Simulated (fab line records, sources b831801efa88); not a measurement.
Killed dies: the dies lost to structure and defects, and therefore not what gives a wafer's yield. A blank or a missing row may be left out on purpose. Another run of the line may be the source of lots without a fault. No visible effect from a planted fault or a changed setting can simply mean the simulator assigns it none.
Which tool was responsible? | flow gf180mcu | 7 lots with 21 wafers sampled at 2 steps, on a route of 602 steps

## WHAT EACH GAUGE READ, for each wafer
GF_HV_LDD_TW_MEAS_50.
lot  | measured     | on            | HV_LDD_4_TW
L600 | day 13 14:09 | film-metro-02 | 570.6 569.1 572.9
L605 | day 15 08:01 | film-metro-04 | 571.6 565.3 573.7
L609 | day 16 21:20 | film-metro-01 | 508.5 508.6 507.9
L611 | day 17 13:16 | film-metro-04 | 512.3 510.5 511.7
L614 | day 18 12:05 | film-metro-01 | 566.2 567.5 568.5
L616 | day 19 04:34 | film-metro-02 | 572.1 571.1 570.9
L618 | day 19 15:04 | film-metro-01 | 566.7 568.6 569.8

## TOOL THAT RAN EACH LOT (tool first, then ch and the chambers of the sampled wafers, then the start)
lot  | GF_HV_LDD_IMPLANT_48
L600 | implanter-02 ch 0, day 13 13:54
L605 | implanter-02 ch 0, day 15 07:46
L609 | implanter-03 ch 0, day 16 21:08
L611 | implanter-03 ch 0, day 17 13:01
L614 | implanter-02 ch 0, day 18 11:52
L616 | implanter-02 ch 0, day 19 04:19
L618 | implanter-04 ch 0, day 19 14:49
- GF_HV_LDD_IMPLANT_48

## THE ANSWER, worked out from the rows above alone
Rule: usual is defined by the lots themselves. Put in order of their means at a reading, lots are off if they are a third of the lots or fewer, leave a main group of 4 or more, and stand apart from it by a gap of 3 or more times the standard deviation of the main group's means; of several such gaps the widest counts. Not used: any main group whose means are identical at the precision the tables above print for the reading. Also off: a lot with no number at a reading for which 4 or more lots have one. The other lots that the step has rows for count as sound.
Off: L609, L611, at GF_HV_LDD_TW_MEAS_50 (HV_LDD_4_TW). The main group has a mean of 569.6 with a standard deviation of 1.5.
A tool fits if, at a process step before that reading, it ran every lot that is off, and no sound lot after the first of them. Those tools and the gauges at GF_HV_LDD_TW_MEAS_50 are tried in the same way. One candidate fits, namely implanter-03 at GF_HV_LDD_IMPLANT_48. It ran no sound lot before its first lot that is off in this sample, so the start can't be narrowed down.

## WHAT THE SIMULATOR HAD INSERTED
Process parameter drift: implanter-03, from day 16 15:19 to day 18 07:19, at GF_HV_LDD_IMPLANT_48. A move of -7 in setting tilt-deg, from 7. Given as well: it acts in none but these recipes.
Struck lots among those shown: L609, L611. Same finding as the rule above.
